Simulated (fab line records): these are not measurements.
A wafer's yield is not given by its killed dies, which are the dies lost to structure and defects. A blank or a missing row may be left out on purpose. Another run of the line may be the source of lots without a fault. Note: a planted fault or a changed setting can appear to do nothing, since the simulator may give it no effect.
fab line records    flow sky130
record lots=5  wafers=15  last_day=50
route steps=708 shown CONTACT@418 PAD_OPEN@708
lots that met no fault: taken from a fault-free run of the same line
start_h: hours from the record's opening day to when the first of the lot's shown wafers began    wait_h: how many hours have passed since the lot's step before this one    " unchanged from the row above    L1.1+2: one row covering several wafers at once    - no value, or no start given    * or withheld: withheld    < > ~ a bound
route shown NAME@n: a module of which the file shows steps, and the number in the route of the first    usual: mean and standard deviation over wafers with no fault    same: alike in all rows    chamber/n: place in a boat    sites: each site's reading    _std_site: how widely they spread, as a standard deviation    _edge_site: mean of outer sites minus mean of inner sites    radius_mm: how far each site lies from the wafer's centre    mask NAME#n: copy n    behind: the tool/chamber that last shaped the wafer    hold: the reason the lot was held/the length of the hold in hours/how it ended    device: whichever transistor did not switch (one of n, p or np)    end of line: at the end of the route, the tests of the same wafers    step lacking rows: just its recipe    killed: at the first sort, the dies lost to defects and structure; wafer yield is something else    map: per-die view of a wafer (x killed, . not killed, _ where there is no die)
set.NAME: setting as actually run; set.NAME@STEP: the setting as run at that earlier step    model.NAME: the simulator's own value behind a step, which no gauge read
lots seen at some steps along the route; tables by step, rows by wafer
services: a tool's chamber out of use, with start hour (start_h, from the record's first day; less than 0 if before it), hours out, and reason
## steps
# step SKY_CONTACT_PEB_12
# recipe peb_temp_c=withheld  peb_time_s=withheld  resist=KrF-thick
# step SKY_CONTACT_DEVELOP_13
# recipe develop_time_s=60  resist=KrF-thick  dev_temp_c=21
# step SKY_CONTACT_CD_MEAS_14
# recipe target_cd_nm=170
# usual cd_nm=170.5/1.4
lot.wafer  tool       chamber  start_h  wait_h  cd_nm
L515.1     cd_sem-02  -        744.28   -       170.0
L515.2     "          -        "        "       170.7
L515.3     "          -        "        "       170.8
L519.4     cd_sem-01  -        781.64   -       169.1
L519.5     "          -        "        "       170.1
L519.6     "          -        "        "       171.0
L526.1     cd_sem-02  -        838.25   -       169.2
L526.2     "          -        "        "       169.0
L526.5     "          -        "        "       167.6
L535.2     cd_sem-02  -        908.37   -       171.1
L535.4     "          -        "        "       169.9
L535.5     "          -        "        "       170.2
L537.3     cd_sem-01  -        924.19   -       169.8
L537.5     "          -        "        "       170.1
L537.6     "          -        "        "       169.5
# step SKY_CONTACT_OVL_MEAS_15
# usual CONTACT_OVL=-4/5.2
lot.wafer  tool        chamber  start_h  wait_h  CONTACT_OVL[nm]
L515.1     overlay-01  -        744.40   0.1     -8
L515.2     "           -        "        "       -1
L515.3     "           -        "        "       -4
L519.4     overlay-01  -        781.72   0.1     -4
L519.5     "           -        "        "       -2
L519.6     "           -        "        "       -7
L526.1     overlay-01  -        838.37   0.1     -9
L526.2     "           -        "        "       -13
L526.5     "           -        "        "       -14
L535.2     overlay-02  -        908.48   0.1     -2
L535.4     "           -        "        "       1
L535.5     "           -        "        "       -2
L537.3     overlay-02  -        924.29   0.1     10
L537.5     "           -        "        "       -2
L537.6     "           -        "        "       0
# step SKY_CONTACT_ETCH_16
# recipe chemistry=N2/H2  target=BARC  ion_energy_ev=200  source_w=500  bias_w=100  pressure_mtorr=30  n2_flow_sccm=100  h2_flow_sccm=200  stop_on=SiO2  time_s=45.9  target_depth_a=600
# usual bias_w=100.04/0.28  drypump_motor_current_A=5.6/0.4  oes_product_au=0.855/0.0049  throttle_valve_pct=13.224/0.0091
lot.wafer  tool         chamber  start_h  wait_h  bias_w  drypump_motor_current_A  oes_product_au  rf_hours_counter_h  throttle_valve_pct
L515.1     rie_diel-02  1        744.44   0.0     99.51   6.0                      0.846           1                   13.213
L515.2     "            0        "        "       99.88   5.1                      0.857           0                   13.221
L515.3     "            3        "        "       100.08  5.6                      0.858           7                   13.228
L519.4     rie_diel-04  2        781.74   0.0     99.94   5.8                      0.862           3                   13.233
L519.5     "            2        "        "       100.17  5.8                      0.853           -                   13.222
L519.6     "            1        "        "       99.79   4.8                      0.851           -                   13.226
L526.1     rie_diel-01  3        838.41   0.0     99.53   5.9                      0.842           15                  13.231
L526.2     "            0        "        "       99.79   5.9                      0.855           7                   13.230
L526.5     "            3        "        "       100.50  5.8                      0.852           -                   13.233
L535.2     rie_diel-01  2        908.51   0.0     100.15  5.8                      0.852           24                  13.215
L535.4     "            1        "        "       100.09  5.1                      0.853           4                   13.212
L535.5     "            0        "        "       100.05  5.8                      0.850           -                   13.232
L537.3     rie_diel-02  2        924.31   0.0     99.75   5.3                      0.853           24                  13.233
L537.5     "            0        "        "       100.34  5.1                      0.853           -                   13.217
L537.6     "            3        "        "       100.18  5.5                      0.861           -                   13.253
# step SKY_CONTACT_ETCH_17
# recipe target=SiO2  chemistry=C4F8/O2/Ar  stop_on=Si3N4  mask_material=KrF-thick  source_w=1500  bias_w=1200  pressure_mtorr=40  c4f8_flow_sccm=withheld  O2_flow_sccm=6  Ar_flow_sccm=300  time_s=withheld  target_depth_a=3400
# usual bias_w=1200/3.3  oes_product_au=0.892/0.005
lot.wafer  tool         chamber  start_h  wait_h  bias_w  oes_product_au
L515.1     rie_diel-02  1        744.48   0.0     1201    0.889
L515.2     "            0        "        "       1201    0.884
L515.3     "            3        "        "       1197    0.885
L519.4     rie_diel-04  2        781.78   0.0     1196    0.891
L519.5     "            2        "        "       1199    0.886
L519.6     "            1        "        "       1203    0.896
L526.1     rie_diel-01  3        838.45   0.0     1198    0.890
L526.2     "            0        "        "       1197    0.890
L526.5     "            3        "        "       1202    0.888
L535.2     rie_diel-01  2        908.55   0.0     1208    0.890
L535.4     "            1        "        "       1202    0.884
L535.5     "            0        "        "       1196    0.898
L537.3     rie_diel-02  2        924.35   0.0     1202    0.886
L537.5     "            0        "        "       1198    0.886
L537.6     "            3        "        "       1203    0.888
# step SKY_CONTACT_ETCH_18
# recipe target=Si3N4  chemistry=CHF3/O2  stop_on=TiN  source_w=600  bias_w=200  pressure_mtorr=40  chf3_flow_sccm=50  O2_flow_sccm=5  time_s=39  target_depth_a=750
# usual bias_w=199.9/0.61  drypump_motor_current_A=5.6/0.4  oes_product_au=0.855/0.0078  throttle_valve_pct=8.793/0.0096
lot.wafer  tool         chamber  start_h  wait_h  bias_w  drypump_motor_current_A  oes_product_au  rf_hours_counter_h  throttle_valve_pct
L515.1     rie_diel-02  1        -        -       200.7   6.0                      0.842           1                   8.789
L515.2     "            0        "        "       200.5   5.1                      0.849           0                   8.778
L515.3     "            3        "        "       200.0   5.5                      0.847           7                   8.789
L519.4     rie_diel-04  2        -        -       200.1   5.7                      0.855           3                   8.789
L519.5     "            2        "        "       200.6   5.8                      0.857           -                   8.805
L519.6     "            1        "        "       200.4   4.8                      0.859           -                   8.801
L526.1     rie_diel-01  3        -        -       200.1   5.8                      0.855           15                  8.801
L526.2     "            0        "        "       199.4   5.8                      0.842           7                   8.784
L526.5     "            3        "        "       200.0   5.9                      0.856           -                   8.798
L535.2     rie_diel-01  2        -        -       200.8   5.8                      0.843           24                  8.793
L535.4     "            1        "        "       200.7   5.1                      0.861           4                   8.789
L535.5     "            0        "        "       200.3   5.8                      0.868           -                   8.774
L537.3     rie_diel-02  2        -        -       198.8   5.3                      0.849           24                  8.799
L537.5     "            0        "        "       199.4   5.1                      0.870           -                   8.781
L537.6     "            3        "        "       199.1   5.5                      0.854           -                   8.800
# step SKY_CONTACT_STRIP_19
# recipe chemistry=O2/N2  power_w=1400  pressure_mtorr=1500  platen_temp_c=withheld  o2_flow_sccm=3000  n2_flow_sccm=300  overash_fraction=0.5
# step SKY_CONTACT_STRIP_20
# recipe chemistry=post_etch_residue_remover  time_s=1200  temp_c=72.5
# step SKY_CONTACT_CLEAN_21
# recipe chemistry=IPA  time_s=180  temp_c=25
# step SKY_CONTACT_CLEAN_22
# recipe chemistry=O3/DIW  dry=n2_spin
# step SKY_CONTACT_SPUTTER_23
# recipe material=TiN  target_thk_nm=20  chamber_pressure_pa=5  power_w=4000  time_s=80
# usual throttle_valve_pct=30.0/0.99
lot.wafer  tool            chamber  start_h  wait_h  throttle_valve_pct
L515.1     pvd_sputter-01  -        745.24   0.0     30.0
L515.2     "               -        "        "       30.9
L515.3     "               -        "        "       29.5
L519.4     pvd_sputter-02  -        782.46   0.0     30.0
L519.5     "               -        "        "       28.1
L519.6     "               -        "        "       30.2
L526.1     pvd_sputter-01  -        839.13   0.0     29.4
L526.2     "               -        "        "       29.6
L526.5     "               -        "        "       29.6
L535.2     pvd_sputter-03  -        909.23   0.0     30.7
L535.4     "               -        "        "       30.6
L535.5     "               -        "        "       30.9
L537.3     pvd_sputter-03  -        925.03   0.0     30.5
L537.5     "               -        "        "       31.0
L537.6     "               -        "        "       30.1
# step SKY_CONTACT_CVD_24
# recipe material=W  target_thk_nm=340  time_s=102.12  temp_c=400  pressure_torr=40
# usual chamber_pressure_Torr=39.99/0.09  heater_power_w=809/34
lot.wafer  tool      chamber  start_h  wait_h  chamber_pressure_Torr  heater_power_w  model.W_of_CONTACT_CVD_24.thk_nm
L515.1     cvd_w-02  1        745.30   0.0     39.94                  785             335.8
L515.2     "         0        "        "       40.06                  782             337.3
L515.3     "         0        "        "       40.02                  816             336.4
L519.4     cvd_w-01  1        782.56   0.1     39.91                  883             327.8
L519.5     "         1        "        "       39.82                  869             333.2
L519.6     "         0        "        "       40.00                  789             337.6
L526.1     cvd_w-01  1        839.19   0.0     33.15                  861             310.1
L526.2     "         0        "        "       39.99                  799             341.9
L526.5     "         0        "        "       40.10                  782             339
L535.2     cvd_w-02  0        909.30   0.0     40.06                  803             337.3
L535.4     "         0        "        "       40.03                  807             339
L535.5     "         1        "        "       40.00                  799             339.6
L537.3     cvd_w-02  1        925.13   0.1     39.92                  797             342.6
L537.5     "         0        "        "       40.03                  831             341
L537.6     "         1        "        "       39.88                  781             338.8
# step SKY_CONTACT_RS_MEAS_25
# recipe thk_meas_gauge=four-point-probe  reads=W_of_CONTACT_CVD_24+TiN_of_CONTACT_SPUTTER_23
# usual CONTACT_W_RS=0.339/0.005
lot.wafer  tool           chamber  start_h  wait_h  CONTACT_W_RS[ohm/sq]
L515.1     film_metro-04  -        745.41   0.1     0.341
L515.2     "              -        "        "       0.339
L515.3     "              -        "        "       0.341
L519.4     film_metro-01  -        782.69   0.1     0.351
L519.5     "              -        "        "       0.345
L519.6     "              -        "        "       0.341
L526.1     film_metro-01  -        839.30   0.1     0.371
L526.2     "              -        "        "       0.337
L526.5     "              -        "        "       0.339
L535.2     film_metro-03  -        909.43   0.1     0.341
L535.4     "              -        "        "       0.338
L535.5     "              -        "        "       0.338
L537.3     film_metro-04  -        925.25   0.1     0.334
L537.5     "              -        "        "       0.336
L537.6     "              -        "        "       0.338
# step SKY_CONTACT_THK_MEAS_26
# recipe thk_meas_gauge=xrf  reads=W_of_CONTACT_CVD_24
# usual CONTACT_W_THK=331/5.7
lot.wafer  tool           chamber  start_h  wait_h  CONTACT_W_THK[nm]
L515.1     film_metro-04  -        745.53   0.1     325
L515.2     "              -        "        "       324
L515.3     "              -        "        "       324
L519.4     film_metro-01  -        782.78   0.1     320
L519.5     "              -        "        "       324
L519.6     "              -        "        "       329
L526.1     film_metro-01  -        839.42   0.1     302
L526.2     "              -        "        "       331
L526.5     "              -        "        "       328
L535.2     film_metro-03  -        909.54   0.1     334
L535.4     "              -        "        "       334
L535.5     "              -        "        "       336
L537.3     film_metro-04  -        925.35   0.1     332
L537.5     "              -        "        "       329
L537.6     "              -        "        "       328
# step SKY_CONTACT_CMP_27
# recipe stop_on=SiO2  t_overpolish_s=15  down_force_psi=3.5  platen_rpm=60  target_thk_nm=0  pad_velocity_m_s=0.94248
# usual motor_current_A=10.8/1.1  retaining_ring_pressure_frac=1.000/0.0055
lot.wafer  tool    chamber  start_h  wait_h  motor_current_A  retaining_ring_pressure_frac
L515.2     cmp-02  3        745.64   0.1     11.2             1.004
L515.3     "       0        "        "       10.0             1.003
L515.1     "       1        "        "       10.4             0.994
L519.4     cmp-01  0        782.86   0.1     10.4             0.996
L519.5     "       3        "        "       12.2             1.005
L519.6     "       0        "        "       9.3              0.989
L526.1     cmp-01  3        839.53   0.1     12.0             0.995
L526.2     "       1        "        "       11.7             1.003
L526.5     "       2        "        "       8.8              0.992
L535.4     cmp-02  1        909.59   0.0     10.9             1.004
L535.2     "       3        "        "       11.7             0.999
L535.5     "       1        "        "       11.2             1.005
L537.3     cmp-02  3        925.54   0.2     11.2             1.002
L537.5     "       0        "        "       9.9              1.000
L537.6     "       1        "        "       11.3             0.995
# step SKY_PAD_OPEN_PROBE_99
# usual killed_at_M0_to_M3=43/6.4  killed_at_M4_up=3.1/2  killed_at_contacts=24/5.2  killed_at_front_end=15/4.3  killed_at_other=0.2/0.48  killed_dies=85/9.7  killed_open=47/6.9  killed_short=38/6.7
# same gross_dies=492  killed_at_back_side=0
lot.wafer  tool       chamber  start_h  wait_h  killed_at_M0_to_M3  killed_at_M4_up  killed_at_contacts  killed_at_front_end  killed_at_other  killed_dies  killed_open  killed_short
L515.1     prober-01  -        1088.42  0.1     45                  5                25                  12                   0                87           47           40
L515.2     prober-01  -        1088.47  0.1     57                  3                15                  13                   0                88           45           43
L515.3     prober-01  -        1088.52  0.2     54                  2                26                  20                   1                103          50           53
L519.4     prober-01  -        1113.64  0.2     54                  1                20                  17                   0                92           59           33
L519.5     prober-01  -        1113.69  0.2     37                  4                28                  17                   0                86           49           37
L519.6     prober-01  -        1113.74  0.2     36                  3                31                  19                   0                89           54           35
L526.1     prober-02  -        1157.94  0.1     46                  2                19                  14                   0                81           36           45
L526.2     prober-02  -        1157.99  0.1     43                  4                22                  18                   0                87           43           44
L526.5     prober-02  -        1158.14  0.2     34                  10               19                  10                   0                73           34           39
L535.2     prober-01  -        1204.58  0.1     33                  2                18                  11                   0                64           38           26
L535.4     prober-01  -        1204.68  0.2     46                  5                21                  20                   0                92           49           43
L535.5     prober-01  -        1204.73  0.2     36                  4                24                  7                    0                71           40           31
L537.3     prober-02  -        1211.66  0.2     35                  2                26                  15                   0                78           46           32
L537.5     prober-02  -        1211.76  0.2     39                  3                27                  14                   0                83           47           36
L537.6     prober-02  -        1211.81  0.2     37                  1                18                  17                   0                73           45           28
# killed by level:class
L515.1 VIA1:geometric_particle:open=11 CONTACT:geometric_particle:open=11 VIA2:geometric_particle:short=9 LI_CONTACT:geometric_particle:open=8 VIA3:geometric_particle:open=8 METAL2:geometric_particle:short=6 POLY_GATE:geometric_particle:short=4 FIELD_ISO:geometric_particle:short=3
L515.2 VIA1:geometric_particle:open=10 VIA2:geometric_particle:open=9 METAL2:geometric_particle:short=9 CONTACT:geometric_particle:open=6 VIA3:geometric_particle:open=6 VIA1:geometric_particle:short=5 VIA2:geometric_particle:short=5 VIA3:geometric_particle:short=5
L515.3 VIA1:geometric_particle:open=12 CONTACT:geometric_particle:open=8 VIA2:geometric_particle:open=8 POLY_GATE:geometric_particle:short=7 CONTACT:geometric_particle:short=7 METAL1:geometric_particle:short=7 VIA2:geometric_particle:short=6 POLY_GATE:geometric_particle:open=5
L519.4 VIA1:geometric_particle:open=11 VIA3:geometric_particle:open=11 CONTACT:geometric_particle:open=9 METAL1:geometric_particle:short=7 VIA2:geometric_particle:open=7 FIELD_ISO:geometric_particle:open=6 CONTACT:geometric_particle:short=5 METAL3:geometric_particle:short=5
L519.5 CONTACT:geometric_particle:open=11 LI_CONTACT:geometric_particle:open=8 VIA3:geometric_particle:open=8 POLY_GATE:geometric_particle:open=6 METAL1:geometric_particle:short=6 VIA1:geometric_particle:open=5 CONTACT:geometric_particle:short=4 VIA1:geometric_particle:short=4
L519.6 VIA1:geometric_particle:open=12 LI_CONTACT:geometric_particle:open=10 FIELD_ISO:geometric_particle:open=9 CONTACT:geometric_particle:open=8 LI_CONTACT:geometric_particle:short=4 POLY_GATE:geometric_particle:short=4 LOCAL_INTERCONNECT:geometric_particle:short=4 METAL1:geometric_particle:short=4
L526.1 METAL2:geometric_particle:short=9 METAL1:geometric_particle:short=8 VIA2:geometric_particle:open=7 POLY_GATE:geometric_particle:open=6 LI_CONTACT:geometric_particle:open=6 VIA3:geometric_particle:open=5 FIELD_ISO:geometric_particle:short=4 CONTACT:geometric_particle:short=4
L526.2 METAL1:geometric_particle:short=7 VIA1:geometric_particle:open=7 CONTACT:geometric_particle:open=6 VIA1:geometric_particle:short=6 LI_CONTACT:geometric_particle:open=5 CONTACT:geometric_particle:short=5 FIELD_ISO:geometric_particle:open=4 POLY_GATE:geometric_particle:short=4
L526.5 LOCAL_INTERCONNECT:geometric_particle:short=7 METAL4:geometric_particle:short=6 FIELD_ISO:geometric_particle:open=6 METAL2:geometric_particle:short=6 CONTACT:geometric_particle:open=5 VIA1:geometric_particle:short=5 VIA1:geometric_particle:open=5 VIA3:geometric_particle:open=4
L535.2 CONTACT:geometric_particle:open=9 VIA1:geometric_particle:short=7 VIA1:geometric_particle:open=7 POLY_GATE:geometric_particle:open=4 LI_CONTACT:geometric_particle:open=4 VIA3:geometric_particle:short=4 VIA3:geometric_particle:open=4 METAL2:geometric_particle:short=3
L535.4 VIA1:geometric_particle:open=13 VIA3:geometric_particle:open=11 CONTACT:geometric_particle:open=7 POLY_GATE:geometric_particle:short=5 METAL4:geometric_particle:short=4 VIA3:geometric_particle:short=4 LI_CONTACT:geometric_particle:open=4 VIA1:geometric_particle:short=4
L535.5 CONTACT:geometric_particle:open=7 VIA1:geometric_particle:open=7 VIA3:geometric_particle:open=7 POLY_GATE:geometric_particle:open=6 VIA2:geometric_particle:open=6 LI_CONTACT:geometric_particle:open=5 LOCAL_INTERCONNECT:geometric_particle:short=5 CONTACT:geometric_particle:short=4
L537.3 LI_CONTACT:geometric_particle:open=9 VIA1:geometric_particle:open=8 CONTACT:geometric_particle:open=7 FIELD_ISO:geometric_particle:open=6 FIELD_ISO:geometric_particle:short=5 CONTACT:geometric_particle:short=5 METAL1:geometric_particle:open=4 VIA2:geometric_particle:open=4
L537.5 VIA2:geometric_particle:open=13 VIA1:geometric_particle:open=10 LI_CONTACT:geometric_particle:open=7 CONTACT:geometric_particle:open=6 LOCAL_INTERCONNECT:geometric_particle:short=5 CONTACT:geometric_particle:short=5 VIA1:geometric_particle:short=5 LI_CONTACT:geometric_particle:short=4
L537.6 VIA1:geometric_particle:open=12 CONTACT:geometric_particle:open=10 VIA3:geometric_particle:open=6 FIELD_ISO:geometric_particle:open=5 VIA2:geometric_particle:open=5 FIELD_ISO:geometric_particle:short=4 LOCAL_INTERCONNECT:geometric_particle:short=4 METAL3:geometric_particle:short=3
## services
tool            chamber  start_h  hours  kind
cvd_w-01        0        721.04   5.2    repair
cmp-02          -        723.92   0.7    repair
rie_diel-02     0        728.19   11.0   repair
pvd_sputter-03  -        730.85   57.0   repair
cmp-02          -        731.34   12.4   pm
cvd_w-01        -        733.32   1.2    repair
cvd_w-01        0        742.71   4.6    repair
cmp-01          -        744.29   4.0    pm
cvd_w-01        1        744.33   2.4    repair
rie_diel-02     1        755.70   6.8    repair
rie_diel-01     2        760.30   4.1    repair
rie_diel-04     1        776.88   4.3    repair
cmp-02          -        783.91   3.3    pm
cvd_w-02        -        787.16   2.1    repair
rie_diel-01     2        794.17   1.7    repair
cmp-02          -        831.39   3.8    repair
cmp-02          -        837.04   22.1   repair
rie_diel-04     -        839.85   14.6   pm
rie_diel-01     3        844.14   13.8   repair
rie_diel-01     1        877.12   2.7    repair
rie_diel-02     0        877.67   8.5    repair
cvd_w-02        -        887.37   3.7    repair
rie_diel-04     3        901.89   3.1    repair
cmp-02          -        912.41   4.0    pm
## key
first_sign step=SKY_CONTACT_CVD_24  reading=chamber_pressure_Torr  direction=down  sigmas=76  usual=39.99  struck=33.15
effect step=SKY_CONTACT_RS_MEAS_25  reading=CONTACT_W_RS  direction=up  sigmas=6.5  usual=0.339  struck=0.371
effect step=SKY_CONTACT_THK_MEAS_26  reading=CONTACT_W_THK  direction=down  sigmas=5.1  usual=331  struck=302
model_effect step=SKY_CONTACT_CVD_24  value=W_of_CONTACT_CVD_24.thk_nm  without=340.5  struck=310.1
met_at SKY_CONTACT_CVD_24
struck_wafers L526.1
tester_left_out L526
onset_between 782.56 839.19
fault kind=process_parameter_drift  tool=cvd_w-01  chamber=1  onset_h=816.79  steps=SKY_CONTACT_CVD_24  channel=pressure_torr  offset=-6.8383  shape=step  end_h=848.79  acts_in=these_recipes_only  stated=40
# tester_left_out: of these lots the tester's yield and bins aren't shown, on N5 and GAA mostly nor the transistor test; their killed dies are dies lost to structure and defects alone, not to doping, threshold or leakage, so they don't give the yield
